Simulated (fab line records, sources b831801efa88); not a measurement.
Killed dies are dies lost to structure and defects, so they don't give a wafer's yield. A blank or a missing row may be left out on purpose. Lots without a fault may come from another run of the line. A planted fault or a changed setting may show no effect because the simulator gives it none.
Problem report in the 8D (eight disciplines) form, filled by code | flow sky130 | the parts of the form that need people (team, actions taken, sign-off) are left out

1. THE PROBLEM
oes_product_au at SKY_LOCAL_INTERCONNECT_ETCH_13 reads a mean of 0.704 a.u. on 6 wafers of 2 lots; wafers without a fault read 0.855 a.u. with a standard deviation of 0.0049. That is -31 standard deviations from the usual mean.
The step: etches BARC in N2/H2, stops on SiO2, time 45.9 s, target depth 60 nm.
First seen on wafer L358.1, day 35 09:33, on rie_metal-03. The record holds 33 wafers of 11 lots with a number at this step. Rule for "out", or "out of limits": more than 4 standard deviations from the usual mean. The other wafers with a number count as sound.

2. WHAT IT IS AND WHAT IT IS NOT
question                    | is                           | is not
which readings at this step | oes_product_au, run_length_s | drypump_motor_current_A
which lots                  | L358, L362                   | L343, L348, L349, L350, L352, L353, L354, L361, L366
which wafers of those lots  | all that have a number       | -
read on which tools         | rie_metal-03                 | rie_metal-01, rie_metal-04
when                        | from day 35 09:33            | up to then (21 sound wafers); but 6 sound wafers of L361, L366 came after

3. SUSPECTS, AND WHAT RULES EACH OUT
Counting: a tool at a process step up to the reading stays a suspect if it ran every lot that is out and no sound lot after the first of them.
- rie_metal-03 at SKY_LOCAL_INTERCONNECT_ETCH_13 (etches BARC in N2/H2, stops on SiO2, time 45.9 s, target depth 60 nm): kept. It ran every lot that is out, first L358 (day 35 09:33), and no sound lot after that; its last sound lot up to then is L354 (day 34 12:43). Its own readings are out on those wafers: oes_product_au, run_length_s.
Left after counting: rie_metal-03 at SKY_LOCAL_INTERCONNECT_ETCH_13.

4. THE CAUSE (what the simulator had put in)
Process parameter drift: rie_metal-03, from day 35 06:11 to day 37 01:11, at SKY_LOCAL_INTERCONNECT_ETCH_13. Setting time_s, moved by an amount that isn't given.
Counting left only this tool.

5. THE CHAIN OF EFFECTS, in route order
Each row: a reading whose mean over the struck wafers that have a number lies more than 3 standard deviations from the usual. Only readings for which the record gives a usual standard deviation are gone through. hours: the time from each lot's start at the first step in this table that gives one to its start at this step, as a median over the lots. sigmas: the change in usual standard deviations.
hours | step                            | reading                  | usual      | on struck wafers | change | sigmas
0     | SKY_LOCAL_INTERCONNECT_ETCH_13  | oes_product_au           | 0.855 a.u. | 0.704            | -0.151 | -31
0     | SKY_LOCAL_INTERCONNECT_ETCH_13  | run_length_s             | 74.1 s     | 95.4             | +21.3  | +28
0     | SKY_LOCAL_INTERCONNECT_STRIP_15 | strip_time_to_endpoint_s | 4.727 s    | 4.526            | -0.201 | -9.2
The process steps in it:
- SKY_LOCAL_INTERCONNECT_ETCH_13: etches BARC in N2/H2, stops on SiO2, time 45.9 s, target depth 60 nm.
- SKY_LOCAL_INTERCONNECT_STRIP_15: strips in O2/N2.

6. WHAT WOULD HAVE CAUGHT IT SOONER
In this record the first reading out of limits was taken at day 35 09:33, 3 hours after the fault began at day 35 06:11.
